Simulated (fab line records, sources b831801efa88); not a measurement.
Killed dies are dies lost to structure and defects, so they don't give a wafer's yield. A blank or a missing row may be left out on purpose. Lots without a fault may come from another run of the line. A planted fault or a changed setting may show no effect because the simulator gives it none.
fab line records | flow sky130
record lots=6 wafers=18 last_day=50
route steps=708 shown FIELD_ISO@31 NWELL@32 DNWELL@35 PWDE@45
lots that met no fault: from a run of the same line without faults
start_h: hours from the record's first day to the start of the lot's first wafer shown | wait_h: hours since the lot's step before | " the same as in the row above | L1.1+2: a row that stands for several wafers | - no value, or no start given | * or withheld: withheld | < > ~ a bound
route shown NAME@n: a module of which the file shows steps, and the number in the route of the first | usual: mean/standard deviation of fault-free wafers | same: alike in all rows | chamber/n: place in a boat | sites: the reading at each site | _std_site: their standard deviation | _edge_site: outer sites' mean less inner sites' | radius_mm: how far each site lies from the wafer's centre | mask NAME#n: copy n | behind: the tool/chamber that last shaped the wafer | hold: why the lot was held/for how many hours/how that ended | device: the transistor (n, p or np) that didn't switch | end of line: the same wafers' tests at the end of the route | a step without rows: its recipe alone | killed: dies lost to structure and defects at the first sort, not the wafer's yield | map: a wafer's dies, x killed, . not, _ none there
set.NAME: the setting as run; set.NAME@STEP: as run at that earlier step | model.NAME: the simulator's own value behind a step, which no gauge read
lots at some steps of the route; a table a step, a row a wafer
services: from which hour (start_h, from the record's first day; less than 0 if before it) a tool's chamber was out of use, for how many hours, and why
## steps
# step SKY_FIELD_ISO_WET_ETCH_30
# recipe chemistry=dHF target_depth_nm=25 target=SiO2 dilution=10:1 temp_c=25 time_s=50
# step SKY_NWELL_CLEAN_00
# recipe chemistry=SC1/SC2 mix=1:4:20 temp_c=70 time_s=150 dry=n2_spin
# step SKY_NWELL_OXIDATION_01
# recipe temp_c=900 ambient=O2 stabilise_s=600 purge_s=300 target_thk_a=100 ox_time_s=1418
# step SKY_NWELL_THK_MEAS_02
# recipe reads=SiO2_of_NWELL_OXIDATION_01
# usual NWELL_OXIDATION_THK=9.94/0.21
# columns lot.wafer tool chamber start_h wait_h NWELL_OXIDATION_THK[nm]
L339.1 film_metro-02 - 40.33 0.0 10.16
L339.3 " - " " 10.12
L339.4 " - " " 10.15
L350.2 film_metro-03 - 94.84 0.0 9.84
L350.5 " - " " 9.82
L350.6 " - " " 9.81
L351.1 film_metro-02 - 103.57 0.0 9.81
L351.2 " - " " 9.96
L351.4 " - " " 9.81
L357.2 film_metro-02 - 129.44 0.0 9.87
L357.4 " - " " 9.91
L357.6 " - " " 9.88
L360.2 film_metro-02 - 148.15 0.0 9.98
L360.3 " - " " 10.02
L360.6 " - " " 10.14
L361.3 film_metro-02 - 151.63 0.0 10.04
L361.4 " - " " 10.06
L361.6 " - " " 9.96
# step SKY_DNWELL_DEHYDRATE_00
# recipe temp_c=200 time_s=60
# step SKY_DNWELL_HMDS_01
# recipe prime_time_s=60 prime_temp_c=120
# step SKY_DNWELL_COAT_02
# recipe spin_rpm=2000 resist_thk_nm=3000
# step SKY_DNWELL_SOFTBAKE_03
# recipe temp_c=110 time_s=withheld
# step SKY_DNWELL_EXPOSE_04
# recipe mask_id=DNM na=0.57 target_cd_nm=3000 dose_mj=222
# step SKY_DNWELL_PEB_05
# recipe temp_c=115 time_s=withheld
# step SKY_DNWELL_DEVELOP_06
# recipe wall_angle_deg=90 developer=TMAH develop_time_s=60 dev_temp_c=23
# step SKY_DNWELL_IMPLANT_07
# recipe species=P energy_kev=withheld dose_cm2=withheld tilt_deg=withheld
# step SKY_DNWELL_STRIP_08
# recipe chemistry=O2/N2 power_w=1400 pressure_mtorr=1500 platen_temp_c=withheld o2_flow_sccm=3000 n2_flow_sccm=300 overash_fraction=0.5
# usual chamber_pressure_mTorr=1500.0/1.4 drypump_motor_current_A=6.1/0.58 oes_product_au=0.722/0.0041 strip_time_to_endpoint_s=36.90/0.083
# columns lot.wafer tool chamber start_h wait_h chamber_pressure_mTorr drypump_motor_current_A oes_product_au rf_hours_counter_h strip_time_to_endpoint_s model.coat_of_DNWELL_COAT_02.thk_nm
L339.1 plasma_asher-04 0 55.54 0.1 1499.6 6.5 0.715 35 36.95 0
L339.3 " 1 " " 1498.9 6.4 0.727 - 36.92 0
L339.4 " 0 " " 1499.8 6.5 0.737 - 36.90 0
L350.2 plasma_asher-01 1 112.01 0.1 - - - - - 2982
L350.5 " 0 " " - - - - - 2977
L350.6 " 1 " " - - - - - 2983
L351.1 plasma_asher-04 1 119.81 0.1 - - - - - 2990
L351.2 " 0 " " - - - - - 2996
L351.4 " 1 " " - - - - - 3002
L357.2 plasma_asher-01 1 149.01 0.1 1497.1 5.7 0.722 48 37.01 0
L357.4 " 0 " " 1498.2 5.9 0.721 - 36.90 0
L357.6 " 0 " " 1500.7 5.9 0.719 - 36.99 0
L360.2 plasma_asher-02 1 167.81 0.1 1500.2 4.9 0.723 4 36.81 0
L360.3 " 0 " " 1499.7 6.6 0.722 - 36.87 0
L360.6 " 1 " " 1499.7 4.9 0.724 - 36.91 0
L361.3 plasma_asher-04 0 170.68 0.1 1501.5 6.4 0.718 - 36.87 0
L361.4 " 1 " " 1501.5 6.5 0.725 - 36.93 0
L361.6 " 0 " " 1499.2 6.4 0.730 - 36.92 0
# step SKY_DNWELL_TW_MEAS_09
# usual DNWELL_TW=1121/11
# columns lot.wafer tool chamber start_h wait_h DNWELL_TW
L339.1 film_metro-03 - 55.64 0.1 1112
L339.3 " - " " 1109
L339.4 " - " " 1113
L350.2 film_metro-02 - 112.12 0.1 1139
L350.5 " - " " 1137
L350.6 " - " " 1144
L351.1 film_metro-02 - 119.91 0.1 1143
L351.2 " - " " 1142
L351.4 " - " " 1138
L357.2 film_metro-03 - 149.12 0.1 1115
L357.4 " - " " 1124
L357.6 " - " " 1121
L360.2 film_metro-03 - 167.92 0.1 1116
L360.3 " - " " 1125
L360.6 " - " " 1119
L361.3 film_metro-04 - 170.76 0.1 1110
L361.4 " - " " 1112
L361.6 " - " " 1109
# step SKY_PWDE_DEHYDRATE_00
# recipe temp_c=200 time_s=60
# step SKY_PWDE_HMDS_01
# recipe prime_time_s=60 prime_temp_c=120
# step SKY_PWDE_COAT_02
# recipe spin_rpm=2000 resist_thk_nm=3000
# step SKY_PWDE_SOFTBAKE_03
# recipe temp_c=110 time_s=withheld
# step SKY_PWDE_EXPOSE_04
# recipe mask_id=PWDEM na=0.6 source_shape=conventional sigma_outer=0.6 polarization=unpolarized target_cd_nm=840 dose_mj=214
# step SKY_PWDE_PEB_05
# recipe temp_c=115 time_s=withheld
# step SKY_PWDE_DEVELOP_06
# recipe wall_angle_deg=90 developer=TMAH develop_time_s=60 dev_temp_c=23
# step SKY_PWDE_OVL_MEAS_07
# usual PWDE_OVL=-1.4/1.5
# columns lot.wafer tool chamber start_h wait_h PWDE_OVL[nm]
L339.1 overlay-01 - 71.13 - -2.5
L339.3 " - " " -0.9
L339.4 " - " " 0.8
L350.2 overlay-01 - 130.31 - -4.0
L350.5 " - " " -3.2
L350.6 " - " " -1.2
L351.1 overlay-01 - 139.12 - -0.1
L351.2 " - " " -0.3
L351.4 " - " " -0.3
L357.2 overlay-01 - 168.71 - -4.4
L357.4 " - " " -3.4
L357.6 " - " " -3.0
L360.2 overlay-02 - 187.88 - 0.9
L360.3 " - " " -1.5
L360.6 " - " " 1.7
L361.3 overlay-01 - 191.62 - -0.7
L361.4 " - " " -1.1
L361.6 " - " " -1.2
# step SKY_PWDE_IMPLANT_08
# recipe species=B energy_kev=150 dose_cm2=3.6e+12 tilt_deg=withheld
# step SKY_PWDE_STRIP_09
# recipe chemistry=O2/N2 power_w=1400 pressure_mtorr=1500 platen_temp_c=withheld o2_flow_sccm=3000 n2_flow_sccm=300 overash_fraction=0.5
# usual chamber_pressure_mTorr=1499.9/1.4 drypump_motor_current_A=5.8/0.57 oes_product_au=0.723/0.0044 strip_time_to_endpoint_s=36.89/0.11
# columns lot.wafer tool chamber start_h wait_h chamber_pressure_mTorr drypump_motor_current_A oes_product_au rf_hours_counter_h strip_time_to_endpoint_s
L339.1 plasma_asher-01 1 71.31 0.1 1500.0 5.7 0.722 40 36.98
L339.3 " 0 " " 1497.7 5.9 0.721 - 36.95
L339.4 " 1 " " 1500.7 5.7 0.728 - 36.93
L350.2 plasma_asher-01 1 130.49 0.1 1498.8 5.7 0.736 46 80.85
L350.5 " 1 " " 1499.1 5.7 0.743 - 80.68
L350.6 " 0 " " 1501.9 5.9 0.738 - 80.82
L351.1 plasma_asher-03 0 139.31 0.1 1499.9 6.1 0.741 34 80.92
L351.2 " 1 " " 1498.1 6.3 0.741 34 81.03
L351.4 " 0 " " 1500.2 6.1 0.732 - 81.10
L357.2 plasma_asher-01 0 168.89 0.1 1500.8 5.9 0.725 50 37.18
L357.4 " 0 " " 1499.9 5.9 0.726 - 37.17
L357.6 " 1 " " 1500.0 5.7 0.719 - 37.08
L360.2 plasma_asher-02 1 188.06 0.1 1500.0 4.9 0.728 6 36.68
L360.3 " 0 " " 1499.4 6.5 0.726 - 36.78
L360.6 " 0 " " 1501.2 6.5 0.725 - 36.79
L361.3 plasma_asher-02 0 191.83 0.1 1500.3 6.5 0.718 - 36.80
L361.4 " 1 " " 1499.0 4.9 0.724 - 36.71
L361.6 " 0 " " 1504.7 6.6 0.725 - 36.70
# step SKY_PWDE_TW_MEAS_10
# usual PWDE_TW=376/3.3
# columns lot.wafer tool chamber start_h wait_h PWDE_TW
L339.1 film_metro-04 - 71.41 0.1 375
L339.3 " - " " 374
L339.4 " - " " 370
L350.2 film_metro-02 - 130.60 0.1 31
L350.5 " - " " 31
L350.6 " - " " 31
L351.1 film_metro-04 - 139.41 0.1 30
L351.2 " - " " 30
L351.4 " - " " 30
L357.2 film_metro-02 - 169.00 0.1 378
L357.4 " - " " 379
L357.6 " - " " 380
L360.2 film_metro-03 - 188.17 0.1 373
L360.3 " - " " 374
L360.6 " - " " 376
L361.3 film_metro-02 - 191.92 0.1 380
L361.4 " - " " 380
L361.6 " - " " 378
# step SKY_NWELL_DEHYDRATE_03
# recipe temp_c=200 time_s=60
## services
# columns tool chamber start_h hours kind
plasma_asher-01 - 47.77 4.6 repair
plasma_asher-04 - 93.58 14.6 pm
plasma_asher-01 - 95.47 3.2 repair
plasma_asher-02 - 108.75 9.0 pm
plasma_asher-02 0 108.75 9.0 vent_cycle
plasma_asher-02 1 108.75 9.0 vent_cycle
plasma_asher-02 0 117.75 - clean
plasma_asher-02 1 117.75 - clean
plasma_asher-02 - 146.40 5.3 repair
## key
first_sign step=SKY_DNWELL_STRIP_08 reading=tool_record direction=missing
effect step=SKY_PWDE_STRIP_09 reading=strip_time_to_endpoint_s direction=up sigmas=99+ usual=* struck=*
effect step=SKY_PWDE_TW_MEAS_10 reading=PWDE_TW direction=down sigmas=99+ usual=376 struck=30
model_effect step=SKY_DNWELL_STRIP_08 value=coat_of_DNWELL_COAT_02.thk_nm without=0 struck=2988
met_at SKY_DNWELL_STRIP_08
struck_wafers L350.2,L350.5,L350.6,L351.1,L351.2,L351.4
sort_left_out L350.2,L350.5,L350.6,L351.1,L351.2,L351.4
tester_left_out L350,L351
onset_between 55.54 112.01
fault kind=skipped_step_whole tool=plasma_asher-01,plasma_asher-04 chamber=- onset_h=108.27 steps=SKY_DNWELL_STRIP_08 scope=struck_lots_only
# tester_left_out: of these lots the tester's yield and bins aren't shown, on N5 and GAA mostly nor the transistor test; their killed dies are dies lost to structure and defects alone, not to doping, threshold or leakage, so they don't give the yield
# sort_left_out: the simulated sort isn't trusted on such a fault, so these wafers' sort isn't shown, and their yield isn't known
